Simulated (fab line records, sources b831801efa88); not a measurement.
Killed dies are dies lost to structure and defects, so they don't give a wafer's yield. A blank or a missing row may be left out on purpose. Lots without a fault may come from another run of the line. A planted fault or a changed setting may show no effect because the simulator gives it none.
Which tool did it? | flow sky130 | 11 lots, 33 wafers sampled, at 4 steps of a route of 708

WHAT THE GAUGES READ, wafer by wafer
SKY_SD_N_RS_MEAS_16: measures by four-point-probe.
lot  | measured     | on            | SD_N_RS (ohm/sq)
L953 | day 27 23:42 | film_metro-02 | 68.43 68.55 68.30
L954 | day 28 09:03 | film_metro-03 | 68.40 68.54 68.44
L955 | day 28 11:36 | film_metro-03 | 68.69 68.72 68.82
L956 | day 28 21:01 | film_metro-02 | 68.53 68.81 68.71
L959 | day 29 22:08 | film_metro-02 | 68.61 68.51 68.66
L960 | day 30 10:19 | film_metro-04 | 68.64 68.59 68.63
L963 | day 31 10:49 | film_metro-04 | 67.72 67.84 67.71
L967 | day 32 16:01 | film_metro-02 | 67.91 67.85 67.80
L968 | day 33 00:35 | film_metro-04 | 68.63 68.58 68.52
L975 | day 35 08:59 | film_metro-04 | 68.63 68.66 68.75
L976 | day 35 13:35 | film_metro-03 | 68.88 68.79 68.93

WHICH TOOL RAN EACH LOT (tool, then ch and the chambers of the sampled wafers, then the start)
lot  | SKY_POLY_CUT_ETCH_10               | SKY_SD_N_IMPLANT_09             | SKY_SD_N_STRIP_11
L953 | rie_diel-04 ch 0,1, day 24 07:23   | implanter-02 ch 0, day 27 23:01 | plasma_asher-02 ch 0, day 27 23:18
L954 | rie_diel-04 ch 1,3, day 24 16:08   | implanter-02 ch 0, day 28 08:22 | plasma_asher-04 ch 0,1, day 28 08:38
L955 | rie_diel-04 ch 0,1,3, day 24 19:35 | implanter-04 ch 0, day 28 10:55 | plasma_asher-02 ch 0,1, day 28 11:12
L956 | rie_diel-01 ch 0,1, day 25 04:11   | implanter-01 ch 0, day 28 20:20 | plasma_asher-04 ch 0,1, day 28 20:38
L959 | rie_diel-02 ch 2,3, day 26 06:11   | implanter-04 ch 0, day 29 21:27 | plasma_asher-02 ch 0,1, day 29 21:45
L960 | rie_diel-02 ch 1,2, day 26 19:26   | implanter-01 ch 0, day 30 09:38 | plasma_asher-02 ch 0,1, day 30 09:56
L963 | rie_diel-02 ch 0,2, day 27 21:48   | implanter-04 ch 0, day 31 10:08 | plasma_asher-04 ch 0,1, day 31 10:25
L967 | rie_diel-02 ch 2,3, day 29 04:17   | implanter-04 ch 0, day 32 15:20 | plasma_asher-03 ch 0,1, day 32 15:37
L968 | rie_diel-02 ch 0,1,2, day 29 12:56 | implanter-02 ch 0, day 32 23:35 | plasma_asher-04 ch 0,1, day 33 00:11
L975 | rie_diel-04 ch 0,1,3, day 31 23:29 | implanter-02 ch 0, day 35 08:18 | plasma_asher-04 ch 0,1, day 35 08:36
L976 | rie_diel-02 ch 0,1, day 32 05:11   | implanter-04 ch 0, day 35 12:55 | plasma_asher-02 ch 0,1, day 35 13:11
- SKY_POLY_CUT_ETCH_10: etches BARC in N2/H2, stops on SiO2, time 45.9 s, target depth 60 nm.
- SKY_SD_N_IMPLANT_09
- SKY_SD_N_STRIP_11: strips in O2/N2.

THE ANSWER, worked out from the rows above alone
Rule: what is usual is taken from the lots themselves. Put in order of their means at a reading, lots are off if they are a third of the lots or fewer, leave a main group of 4 or more, and stand apart from it by a gap of 3 or more times the standard deviation of the main group's means; of several such gaps the widest counts. A main group whose means are all the same, to the digits that the tables above print for the reading, isn't used. A lot without any number at a reading at which 4 lots or more have one is off too. The other lots that the step has rows for count as sound.
Off: L963, L967, at SKY_SD_N_RS_MEAS_16 (SD_N_RS). The main group: mean 68.63 ohm/sq, standard deviation 0.13.
A tool fits if, at a process step before that reading, it ran every lot that is off, and no sound lot after the first of them. The gauges at SKY_SD_N_RS_MEAS_16 are tried like those tools. None of those tried fits.

WHAT THE SIMULATOR HAD PUT IN
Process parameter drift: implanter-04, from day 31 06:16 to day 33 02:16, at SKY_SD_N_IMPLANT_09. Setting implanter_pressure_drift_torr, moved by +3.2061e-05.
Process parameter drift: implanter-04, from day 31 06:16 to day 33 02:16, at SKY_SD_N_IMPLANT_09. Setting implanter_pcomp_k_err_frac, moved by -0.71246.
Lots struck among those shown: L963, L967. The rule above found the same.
